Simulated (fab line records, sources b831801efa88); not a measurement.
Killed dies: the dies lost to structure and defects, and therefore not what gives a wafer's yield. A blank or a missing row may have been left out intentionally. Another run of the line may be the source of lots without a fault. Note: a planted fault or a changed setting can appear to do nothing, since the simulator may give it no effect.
Which tool is to blame? | flow sky130 | 13 lots with 39 wafers sampled at 4 steps, on a route of 708 steps

WHAT THE GAUGES READ, wafer by wafer
SKY_VT_ADJUST_HVTR_CD_MEAS_07 targets a cd of 380 nm. Usual: cd nm reads 380.0 nm (standard deviation 2.7).
lot  | measured     | on        | cd nm (nm)        | flag
L148 | day 9 22:16  | cd sem-01 | 379.8 378.1 377.0 |
L149 | day 10 05:34 | cd sem-01 | 381.0 377.8 377.4 |
L150 | day 10 08:01 | cd sem-02 | 381.7 380.9 380.8 |
L151 | day 10 21:29 | cd sem-01 | 378.6 378.0 380.3 |
L152 | day 11 06:17 | cd sem-02 | 386.0 386.8 386.3 |
L153 | day 11 07:35 | cd sem-01 | 381.0 382.8 382.8 |
L154 | day 11 16:19 | cd sem-02 | 378.7 380.4 382.1 |
L155 | day 12 00:44 | cd sem-01 | 381.5 384.4 383.6 |
L158 | day 12 14:16 | cd sem-02 | 378.6 378.2 380.4 |
L166 | day 15 14:12 | cd sem-02 | 382.8 379.9 379.7 |
L167 | day 15 22:57 | cd sem-01 | 379.7 380.5 381.3 |
L168 | day 16 05:21 | cd sem-01 | 378.9 379.7 379.5 |
L169 | day 16 11:02 | cd sem-02 | 377.2 372.4 374.4 |

SKY_SONOS_TUNNEL_OVL_MEAS_08. Usual: for SONOS_TUNNEL_OVL the level is -0.7 nm and the standard deviation is 1.7.
lot  | measured     | on         | SONOS_TUNNEL_OVL (nm) | flag
L148 | day 11 20:53 | overlay-02 | -1.6 -2.2 -0.7        |
L149 | day 12 05:29 | overlay-01 | 2.1 0.7 0.7           |
L150 | day 12 08:20 | overlay-01 | -1.8 -2.8 -1.5        |
L151 | day 12 23:14 | overlay-02 | 2.1 1.7 0.3           |
L152 | day 13 07:38 | overlay-01 | -2.5 -3.1 -1.2        |
L153 | day 13 10:53 | overlay-01 | -2.0 -1.4 -3.6        |
L154 | day 13 18:41 | overlay-02 | -1.0 1.1 -2.1         |
L155 | day 14 03:34 | overlay-01 | -1.6 0.5 0.6          |
L158 | day 14 18:34 | overlay-02 | -1.5 0.5 1.2          |
L166 | day 18 00:23 | overlay-01 | -4.7 -2.0 -3.2        |
L167 | day 18 10:04 | overlay-01 | 0.1 -0.8 -1.2         |
L168 | day 18 16:32 | overlay-02 | 0.6 1.2 -0.5          |
L169 | day 18 22:53 | overlay-02 | 1.9 -0.6 2.1          |

SKY_POLY_GATE_CD_MEAS_22. Usual: cd nm reads 149.6 nm (standard deviation 2.1).
lot  | measured     | on        | cd nm (nm)        | flag
L148 | day 16 21:16 | cd sem-02 | 152.2 149.9 153.0 |
L149 | day 17 07:05 | cd sem-02 | 151.2 148.7 150.8 |
L150 | day 17 15:17 | cd sem-02 | 149.1 149.3 148.0 |
L151 | day 18 02:51 | cd sem-01 | 154.2 149.5 151.4 |
L152 | day 18 23:11 | cd sem-01 | 148.0 146.1 146.2 |
L153 | day 18 17:29 | cd sem-02 | 150.3 148.2 147.4 |
L154 | day 19 12:30 | cd sem-01 | 146.8 150.0 148.7 |
L155 | day 19 22:06 | cd sem-02 | 149.8 148.5 148.5 |
L158 | day 20 10:18 | cd sem-02 | 150.1 150.7 152.5 |
L166 | day 23 19:07 | cd sem-02 | 150.4 151.1 149.3 |
L167 | day 24 06:34 | cd sem-02 | 149.4 153.0 150.5 |
L168 | day 24 08:10 | cd sem-02 | 150.3 148.9 150.5 |
L169 | day 24 20:43 | cd sem-01 | 148.7 148.7 151.2 |

TOOL THAT RAN EACH LOT (tool first, then ch and the chambers of the sampled wafers, then the start)
lot  | SKY_NWELL_EXPOSE_20
L148 | iline stepper-01 ch 0, day 5 06:53
L149 | iline stepper-01 ch 0, day 5 13:37
L150 | iline stepper-02 ch 0, day 5 15:55
L151 | iline stepper-02 ch 0, day 6 01:49
L152 | iline stepper-01 ch 0, day 6 08:46
L153 | iline stepper-01 ch 0, day 6 10:35
L154 | iline stepper-01 ch 0, day 6 17:17
L155 | iline stepper-02 ch 0, day 6 23:41
L158 | iline stepper-02 ch 0, day 7 12:49
L166 | iline stepper-01 ch 0, day 9 20:43
L167 | iline stepper-02 ch 0, day 10 03:11
L168 | iline stepper-01 ch 0, day 10 07:34
L169 | iline stepper-02 ch 0, day 10 13:30
- SKY_NWELL_EXPOSE_20: exposes mask NWM COMPLEMENT, target cd 840 nm.

WHAT THE TOOLS THEMSELVES READ (means of the sampled wafers that have a number; where no wafer has one, the mark that the record gives instead)
SKY_NWELL_EXPOSE_20. Usual: exposure dose mJ cm2 reads 259.93 (standard deviation 0.28).
lot  | tool             | exposure dose mJ cm2 | flag
L148 | iline stepper-01 | 260.42               |
L149 | iline stepper-01 | 260.11               |
L150 | iline stepper-02 | 260.10               |
L151 | iline stepper-02 | 260.10               |
L152 | iline stepper-01 | 259.44               |
L153 | iline stepper-01 | 260.08               |
L154 | iline stepper-01 | 260.17               |
L155 | iline stepper-02 | 259.49               |
L158 | iline stepper-02 | 260.06               |
L166 | iline stepper-01 | 260.00               |
L167 | iline stepper-02 | 259.74               |
L168 | iline stepper-01 | 259.92               |
L169 | iline stepper-02 | 260.15               |

THE ANSWER, worked out from the rows above alone
Rule: take the mean of a lot's wafers that have a number; if it is more than 3 standard deviations from the usual mean, the lot is off. A lot without any number at a reading at which 4 lots or more have one is off too. Where the step has rows for the other lots, those lots are counted as sound. First the gauges in route order, then the tools' own readings, where a lot's mean is used as printed above. At the first step where some lot is off, the reading lying furthest off is the one used; lots without a number count as furthest.
No lot is off on any of the readings shown, so nothing can be concluded from this.

WHAT THE SIMULATOR PUT IN
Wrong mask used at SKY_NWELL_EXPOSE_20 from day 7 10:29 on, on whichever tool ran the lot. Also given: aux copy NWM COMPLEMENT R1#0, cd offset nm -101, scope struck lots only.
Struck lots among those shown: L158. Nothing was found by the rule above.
